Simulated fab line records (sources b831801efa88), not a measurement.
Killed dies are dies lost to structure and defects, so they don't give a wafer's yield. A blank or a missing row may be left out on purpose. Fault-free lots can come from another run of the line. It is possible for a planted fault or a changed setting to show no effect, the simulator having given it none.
What tool caused it? | flow gf180mcu | 42 wafers from 14 lots sampled at 2 of the route's 602 steps

== WHAT THE GAUGES READ, wafer by wafer ==
GF_MIM_RS_MEAS_10: measurement is done with a four-point probe. Usual: for MIM_ALCU_RS the level is 0.1602 ohm/sq and the standard deviation is 0.0017.
lot  | measured     | on           | MIM_ALCU_RS (ohm/sq) | flag
L519 | day 24 16:13 | filmMetro-03 | 0.1588 0.1601 0.1604 | 
L520 | day 25 00:55 | filmMetro-01 | 0.1578 0.1564 0.1579 | 
L521 | day 25 12:35 | filmMetro-03 | 0.1599 0.1621 0.1614 | 
L522 | day 25 14:44 | filmMetro-01 | 0.1631 0.1635 0.1604 | 
L525 | day 26 13:52 | filmMetro-02 | 0.1600 0.1578 0.1590 | 
L529 | day 27 14:58 | filmMetro-02 | 0.1597 0.1617 0.1596 | 
L530 | day 28 02:13 | filmMetro-01 | 0.1615 0.1603 0.1619 | 
L531 | day 28 09:55 | filmMetro-03 | 0.1624 0.1637 0.1616 | 
L532 | day 28 21:41 | filmMetro-01 | 0.1606 0.1604 0.1608 | 
L533 | day 29 02:11 | filmMetro-02 | 0.1623 0.1606 0.1619 | 
L535 | day 29 18:07 | filmMetro-02 | 0.1586 0.1582 0.1588 | 
L536 | day 29 21:32 | filmMetro-02 | 0.1577 0.1585 0.1583 | 
L540 | day 31 00:08 | filmMetro-03 | 0.1622 0.1619 0.1619 | 
L541 | day 31 01:33 | filmMetro-02 | 0.1627 0.1631 0.1611 | 

== WHAT TOOL EACH LOT RAN ON (gives the tool, then ch and the chambers of the sampled wafers, and finally the start) ==
lot  | GF_MIM_SPUTTER_09
L519 | pvdSputter-02, day 24 16:08
L520 | pvdSputter-02, day 25 00:52
L521 | pvdSputter-01, day 25 12:33
L522 | pvdSputter-01, day 25 14:40
L525 | pvdSputter-01, day 26 13:50
L529 | pvdSputter-04, day 27 14:55
L530 | pvdSputter-02, day 28 02:10
L531 | pvdSputter-02, day 28 09:50
L532 | pvdSputter-02, day 28 21:40
L533 | pvdSputter-01, day 29 02:08
L535 | pvdSputter-02, day 29 18:05
L536 | pvdSputter-04, day 29 21:28
L540 | pvdSputter-02, day 31 00:03
L541 | pvdSputter-02, day 31 01:31
- GF_MIM_SPUTTER_09: material TiN, target thk 35 nm, time 29.2 s.

== WHAT THE TOOLS THEMSELVES READ (means of the sampled wafers that have a number; where no wafer has one, the mark that the record gives instead) ==
GF_MIM_SPUTTER_09. Usual: throttleValvePct 29.5 %, standard deviation 0.95.
lot  | tool          | throttleValvePct (%) | flag
L519 | pvdSputter-02 | 28.6                 | 
L520 | pvdSputter-02 | 29.1                 | 
L521 | pvdSputter-01 | 29.7                 | 
L522 | pvdSputter-01 | 30.2                 | 
L525 | pvdSputter-01 | 31.1                 | 
L529 | pvdSputter-04 | 29.4                 | 
L530 | pvdSputter-02 | 29.4                 | 
L531 | pvdSputter-02 | 29.0                 | 
L532 | pvdSputter-02 | 29.1                 | 
L533 | pvdSputter-01 | 30.0                 | 
L535 | pvdSputter-02 | 29.1                 | 
L536 | pvdSputter-04 | 29.8                 | 
L540 | pvdSputter-02 | 29.2                 | 
L541 | pvdSputter-02 | 28.8                 | 

== THE ANSWER, worked out from the rows above alone ==
Rule: a lot counts as off when the mean over its wafers that have a number is more than 3 standard deviations away from the usual mean. A lot without any number at a reading at which 4 lots or more have one is off too. Any other lot the step has rows for is counted as sound. The gauges are gone through in route order, then the tools' own readings, and for those a lot's mean is taken as printed above. The first step at which some lot is off is used, and at that step the reading that is off furthest; a lot without a number counts as furthest.
Across all readings shown, no lot is off: no conclusion can be drawn from this.

== WHAT WAS PUT IN BY THE SIMULATOR ==
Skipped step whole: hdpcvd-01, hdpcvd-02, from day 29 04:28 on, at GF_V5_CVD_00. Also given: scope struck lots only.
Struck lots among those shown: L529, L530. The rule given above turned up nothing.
